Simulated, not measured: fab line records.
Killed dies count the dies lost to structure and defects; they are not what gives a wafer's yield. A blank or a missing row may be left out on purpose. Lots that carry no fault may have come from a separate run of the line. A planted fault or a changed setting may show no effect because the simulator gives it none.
Which tool was responsible? | flow sky130 | 24 lots, 72 wafers sampled, at 3 steps of a route of 708

## WHAT EACH GAUGE READ, for each wafer
SKY_CONTACT_RS_MEAS_25: uses a four-point probe to measure.
lot  | measured     | on            | CONTACT_W_RS (ohm/sq)
L074 | day 31 07:32 | film metro-01 | 0.334 0.334 0.337
L075 | day 31 19:19 | film metro-01 | 0.337 0.342 0.341
L076 | day 32 01:28 | film metro-04 | 0.336 0.344 0.341
L077 | day 32 06:16 | film metro-03 | 0.346 0.347 0.347
L078 | day 32 13:43 | film metro-04 | 0.336 0.338 0.341
L079 | day 34 09:47 | film metro-04 | 0.341 0.341 0.338
L081 | day 34 12:34 | film metro-01 | 0.335 0.337 0.338
L082 | day 34 15:07 | film metro-03 | 0.339 0.342 0.342
L080 | day 34 11:41 | film metro-04 | 0.343 0.339 0.343
L083 | day 34 22:07 | film metro-04 | 0.342 0.337 0.341
L084 | day 34 18:34 | film metro-01 | 0.337 0.341 0.334
L085 | day 35 17:59 | film metro-01 | 0.341 0.337 0.338
L086 | day 35 10:37 | film metro-04 | 0.342 0.343 0.346
L087 | day 35 19:47 | film metro-03 | 0.341 0.345 0.348
L088 | day 36 12:32 | film metro-04 | 0.339 0.338 0.335
L089 | day 37 10:59 | film metro-03 | 0.344 0.345 0.342
L090 | day 38 00:11 | film metro-03 | 0.340 0.336 0.341
L091 | day 37 23:58 | film metro-01 | 0.336 0.342 0.339
L092 | day 37 22:54 | film metro-03 | 0.347 0.347 0.343
L093 | day 38 11:08 | film metro-03 | 0.342 0.339 0.335
L094 | day 38 16:04 | film metro-04 | 0.338 0.338 0.344
L095 | day 39 00:18 | film metro-01 | 0.340 0.336 0.340
L096 | day 39 00:40 | film metro-04 | 0.339 0.343 0.341
L097 | day 39 20:26 | film metro-03 | 0.335 0.336 0.334

SKY_METAL1_RS_MEAS_05: uses a four-point probe to measure.
lot  | measured     | on            | METAL1_ALCU_RS (ohm/sq)
L074 | day 31 08:09 | film metro-01 | 0.1281 0.1289 0.1291
L075 | day 31 19:56 | film metro-03 | 0.1275 0.1271 0.1268
L076 | day 32 02:05 | film metro-01 | 0.1293 0.1284 0.1283
L077 | day 32 07:20 | film metro-01 | 0.1265 0.1272 0.1274
L078 | day 32 14:20 | film metro-02 | 0.1284 0.1280 0.1288
L079 | day 34 10:24 | film metro-01 | 0.1267 0.1266 0.1275
L081 | day 34 13:11 | film metro-02 | 0.1250 0.1257 0.1252
L082 | day 34 15:44 | film metro-01 | 0.1282 0.1279 0.1283
L080 | day 34 12:18 | film metro-03 | 0.1259 0.1273 0.1265
L083 | day 34 22:44 | film metro-03 | 0.1272 0.1276 0.1301
L084 | day 34 19:11 | film metro-01 | 0.1259 0.1260 0.1262
L085 | day 35 18:36 | film metro-02 | 0.1269 0.1258 0.1254
L086 | day 35 11:14 | film metro-03 | 0.1271 0.1260 0.1253
L087 | day 35 20:25 | film metro-01 | 0.1260 0.1266 0.1250
L088 | day 36 13:10 | film metro-01 | 0.1262 0.1277 0.1260
L089 | day 37 11:36 | film metro-01 | 0.1263 0.1257 0.1259
L090 | day 38 00:49 | film metro-02 | 0.1257 0.1258 0.1250
L091 | day 38 00:35 | film metro-03 | 0.1275 0.1273 0.1281
L092 | day 37 23:32 | film metro-03 | 0.1266 0.1264 0.1265
L093 | day 38 11:45 | film metro-03 | 0.1271 0.1270 0.1283
L094 | day 38 16:41 | film metro-02 | 0.1260 0.1259 0.1273
L095 | day 39 00:55 | film metro-02 | 0.1287 0.1276 0.1284
L096 | day 39 01:17 | film metro-01 | 0.1271 0.1280 0.1275
L097 | day 39 21:03 | film metro-01 | 0.1265 0.1269 0.1272

## WHICH TOOL RAN EACH LOT (tool, then ch and the chambers of the sampled wafers, then the start)
lot  | SKY_FIELD_ISO_CMP_27
L074 | cmp-02 ch 0,2,3, day 2 10:40
L075 | cmp-01 ch 0,1,2, day 2 18:25
L076 | cmp-02 ch 0,2,3, day 2 21:38
L077 | cmp-02 ch 0,1,3, day 3 00:29
L078 | cmp-01 ch 1,2,3, day 3 06:32
L079 | cmp-01 ch 0,1,2, day 4 06:38
L081 | cmp-02 ch 0,2,3, day 4 07:59
L082 | cmp-01 ch 1,2,3, day 4 08:16
L080 | cmp-02 ch 0,2,3, day 4 08:17
L083 | cmp-01 ch 1,2, day 4 13:47
L084 | cmp-02 ch 2,3, day 4 16:47
L085 | cmp-01 ch 0,1,2, day 5 00:38
L086 | cmp-01 ch 0,1,3, day 5 02:02
L087 | cmp-02 ch 1,2, day 5 05:12
L088 | cmp-02 ch 0,1,3, day 5 14:22
L089 | cmp-01 ch 1,2,3, day 6 01:32
L090 | cmp-02 ch 2,3, day 6 11:16
L091 | cmp-01 ch 0,1, day 6 11:19
L092 | cmp-02 ch 0,1,2, day 6 11:34
L093 | cmp-02 ch 0,2,3, day 6 22:32
L094 | cmp-02 ch 0,1,3, day 7 05:26
L095 | cmp-01 ch 0,1,3, day 7 09:34
L096 | cmp-02 ch 0,1,3, day 7 09:37
L097 | cmp-02 ch 0,1,3, day 7 14:25
- SKY_FIELD_ISO_CMP_27: polishes, stops on Si3N4, t overpolish 16 s, target thk 457.8 nm.

## WHAT THE TOOLS THEMSELVES READ (means of the sampled wafers that have a number; where no wafer has one, the mark that the record gives instead)
SKY_FIELD_ISO_CMP_27.
lot  | tool   | motor current A (A) | overpolish run s (s) | time to endpoint s (s)
L074 | cmp-02 | 11.7                | 16.000               | 109
L075 | cmp-01 | 11.9                | 15.994               | 113
L076 | cmp-02 | 11.5                | 16.009               | 111
L077 | cmp-02 | 11.2                | 16.005               | 115
L078 | cmp-01 | 12.1                | 15.997               | 116
L079 | cmp-01 | 12.1                | 16.002               | 114
L081 | cmp-02 | 11.7                | 15.997               | 118
L082 | cmp-01 | 12.0                | 15.999               | 105
L080 | cmp-02 | 11.5                | 15.998               | 113
L083 | cmp-01 | 12.8                | 16.000               | 115
L084 | cmp-02 | 11.9                | 16.005               | 113
L085 | cmp-01 | 12.2                | 16.006               | 107
L086 | cmp-01 | 11.6                | 15.998               | 109
L087 | cmp-02 | 11.8                | 15.996               | 119
L088 | cmp-02 | 11.5                | 16.010               | 116
L089 | cmp-01 | 11.6                | 16.001               | 113
L090 | cmp-02 | 11.8                | 15.996               | 117
L091 | cmp-01 | 12.1                | 15.993               | 107
L092 | cmp-02 | 11.6                | 15.996               | 114
L093 | cmp-02 | 11.4                | 16.000               | 122
L094 | cmp-02 | 11.6                | 16.001               | 118
L095 | cmp-01 | 11.6                | 15.994               | 107
L096 | cmp-02 | 11.0                | 16.002               | 117
L097 | cmp-02 | 11.4                | 15.996               | 112

## THE ANSWER, worked out from the rows above alone
Rule: usual is defined by the lots themselves. The widest of any qualifying gaps counts: lots, ordered by their means at a reading, are off when they make up no more than a third of the lots, leave a main group of 4 or more, and stand apart from it by 3 or more times the standard deviation of that group's means. A main group whose means are all the same, to the digits that the tables above print for the reading, isn't used. Also off: a lot with no number at a reading for which 4 or more lots have one. Any other lot the step has rows for is counted as sound. After the gauges, taken in route order, come the tools' own readings; for these a lot's mean is taken, as printed above. At the first step where some lot is off, the reading lying furthest off is the one used; lots without a number count as furthest.
No lot is off on any of the readings shown, so nothing can be concluded from this.

## WHAT HAD BEEN PUT IN BY THE SIMULATOR
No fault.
